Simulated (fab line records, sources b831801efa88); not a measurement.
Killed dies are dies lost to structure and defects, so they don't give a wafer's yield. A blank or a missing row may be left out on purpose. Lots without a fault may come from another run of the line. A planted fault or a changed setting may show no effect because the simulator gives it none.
Which tool did it? | flow sky130 | 14 lots, 42 wafers sampled, at 4 steps of a route of 708

WHAT THE GAUGES READ, wafer by wafer
SKY_FIELD_ISO_THK_MEAS_04. Usual: FIELD_ISO_CVD_03_THK 165.0 nm, standard deviation 1.5.
lot  | measured    | on            | FIELD_ISO_CVD_03_THK (nm) | flag
L411 | day 1 16:02 | film_metro-01 | 166.4 166.4 168.0         |
L412 | day 1 18:55 | film_metro-04 | 167.2 167.0 167.2         |
L415 | day 2 11:25 | film_metro-04 | 166.2 165.4 165.2         |
L417 | day 3 02:44 | film_metro-02 | 162.2 161.8 162.9         |
L419 | day 3 06:48 | film_metro-04 | 166.2 166.3 165.0         |
L421 | day 3 17:23 | film_metro-02 | 163.3 164.2 163.5         |
L423 | day 4 02:21 | film_metro-02 | 166.5 165.9 165.2         |
L426 | day 4 17:47 | film_metro-02 | 165.4 166.5 165.8         |
L427 | day 4 23:47 | film_metro-01 | 164.5 163.5 162.1         |
L428 | day 5 03:50 | film_metro-02 | 165.2 164.6 166.9         |
L429 | day 5 08:10 | film_metro-01 | 164.9 165.5 164.5         |
L432 | day 5 22:50 | film_metro-04 | 164.6 165.8 164.7         |
L433 | day 6 03:42 | film_metro-02 | 164.6 165.5 165.3         |
L434 | day 6 12:13 | film_metro-02 | 163.5 164.9 163.7         |

SKY_FIELD_ISO_THK_MEAS_23. Usual: FIELD_ISO_OXIDATION_01_THK 9.90 nm, standard deviation 0.19.
lot  | measured    | on            | FIELD_ISO_OXIDATION_01_THK (nm) | flag
L411 | day 2 10:44 | film_metro-02 | 9.95 9.89 9.94                  |
L412 | day 2 13:19 | film_metro-01 | 9.93 9.87 10.01                 |
L415 | day 3 04:53 | film_metro-02 | 9.97 10.06 9.89                 |
L417 | day 3 21:14 | film_metro-02 | 10.14 10.04 10.05               |
L419 | day 4 01:19 | film_metro-04 | 10.28 10.17 10.04               |
L421 | day 4 12:46 | film_metro-04 | 9.89 9.72 9.58                  |
L423 | day 4 22:32 | film_metro-04 | 9.57 9.67 9.71                  |
L426 | day 5 14:07 | film_metro-02 | 10.22 10.23 10.09               |
L427 | day 5 19:43 | film_metro-04 | 10.07 9.80 9.85                 |
L428 | day 6 00:56 | film_metro-02 | 9.52 9.80 9.76                  |
L429 | day 6 04:14 | film_metro-02 | 9.43 9.52 9.45                  |
L432 | day 6 20:31 | film_metro-02 | 10.06 10.12 10.12               |
L433 | day 7 03:23 | film_metro-04 | 10.15 10.15 9.95                |
L434 | day 7 10:29 | film_metro-02 | 10.00 10.00 10.01               |

SKY_PWDE_TW_MEAS_10. Usual: PWDE_TW 374, standard deviation 3.2.
lot  | measured    | on            | PWDE_TW     | flag
L411 | day 4 06:58 | film_metro-03 | 371 372 372 |
L412 | day 4 07:44 | film_metro-01 | 371 373 374 |
L415 | day 4 21:20 | film_metro-03 | 369 370 373 |
L417 | day 5 13:17 | film_metro-03 | 372 374 373 |
L419 | day 5 17:55 | film_metro-04 | 377 379 378 |
L421 | day 6 05:59 | film_metro-03 | 368 369 368 |
L423 | day 6 18:20 | film_metro-01 | 373 372 374 |
L426 | day 7 10:47 | film_metro-03 | 372 372 371 |
L427 | day 7 16:26 | film_metro-03 | 373 374 372 |
L428 | day 7 20:53 | film_metro-04 | 375 377 375 |
L429 | day 8 00:50 | film_metro-01 | 372 371 373 |
L432 | day 8 23:14 | film_metro-01 | 375 375 371 |
L433 | day 9 02:35 | film_metro-01 | 370 371 370 |
L434 | day 9 09:41 | film_metro-01 | 371 373 372 |

WHICH TOOL RAN EACH LOT (tool, then ch and the chambers of the sampled wafers, then the start)
lot  | SKY_FIELD_ISO_WET_ETCH_18
L411 | wet_bench-03 ch 1, day 2 06:48
L412 | wet_bench-04 ch 3, day 2 10:18
L415 | wet_bench-01 ch 0, day 3 02:19
L417 | wet_bench-04 ch 0, day 3 19:04
L419 | wet_bench-04 ch 0, day 3 23:31
L421 | wet_bench-03 ch 0, day 4 10:43
L423 | wet_bench-01 ch 3, day 4 19:52
L426 | wet_bench-01 ch 0, day 5 11:19
L427 | wet_bench-03 ch 1, day 5 17:47
L428 | wet_bench-01 ch 1, day 5 22:36
L429 | wet_bench-03 ch 3, day 6 02:47
L432 | wet_bench-04 ch 1, day 6 18:54
L433 | wet_bench-03 ch 0, day 6 22:51
L434 | wet_bench-03 ch 3, day 7 07:40
- SKY_FIELD_ISO_WET_ETCH_18: etches Si3N4 in H3PO4, target depth 25 nm, time 286 s.

WHAT THE TOOLS THEMSELVES READ (means of the sampled wafers that have a number; where no wafer has one, the mark that the record gives instead)
SKY_FIELD_ISO_WET_ETCH_18. Usual: run_length_s 313.2 s, standard deviation 3.
lot  | tool         | run_length_s (s) | flag
L411 | wet_bench-03 | 318.7            |
L412 | wet_bench-04 | 312.5            |
L415 | wet_bench-01 | 312.4            |
L417 | wet_bench-04 | 312.6            |
L419 | wet_bench-04 | 312.5            |
L421 | wet_bench-03 | 312.2            |
L423 | wet_bench-01 | 320.5            |
L426 | wet_bench-01 | 59.2             | OFF
L427 | wet_bench-03 | 311.4            |
L428 | wet_bench-01 | 57.0             | OFF
L429 | wet_bench-03 | 311.5            |
L432 | wet_bench-04 | 318.8            |
L433 | wet_bench-03 | 312.3            |
L434 | wet_bench-03 | 311.3            |

THE ANSWER, worked out from the rows above alone
Rule: a lot is off if the mean of its wafers that have a number lies more than 3 standard deviations from the usual mean. A lot without any number at a reading at which 4 lots or more have one is off too. The other lots that the step has rows for count as sound. The gauges are gone through in route order, then the tools' own readings, and for those a lot's mean is taken as printed above. The first step at which some lot is off is used, and at that step the reading that is off furthest; a lot without a number counts as furthest.
Off: L426, L428, at SKY_FIELD_ISO_WET_ETCH_18 (run_length_s).
A tool fits if, at that step or a process step before it, it ran every lot that is off, and no sound lot after the first of them. One fits: wet_bench-01 at SKY_FIELD_ISO_WET_ETCH_18. Its last sound lot is L423 (day 4 19:52), its first lot that is off L426 (day 5 11:19): a fault that began between those two fits.
The tool's own readings at SKY_FIELD_ISO_WET_ETCH_18 bear it out: on the lots that are off they differ by more than 5 times the standard deviation of the sound lots' means. run_length_s reads 58.1 s there against 313.9 s on the sound lots.

WHAT THE SIMULATOR HAD PUT IN
Process parameter drift: wet_bench-01, from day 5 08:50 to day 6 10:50, at SKY_FIELD_ISO_WET_ETCH_18. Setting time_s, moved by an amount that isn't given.
Lots struck among those shown: L426, L428. The rule above found the same.
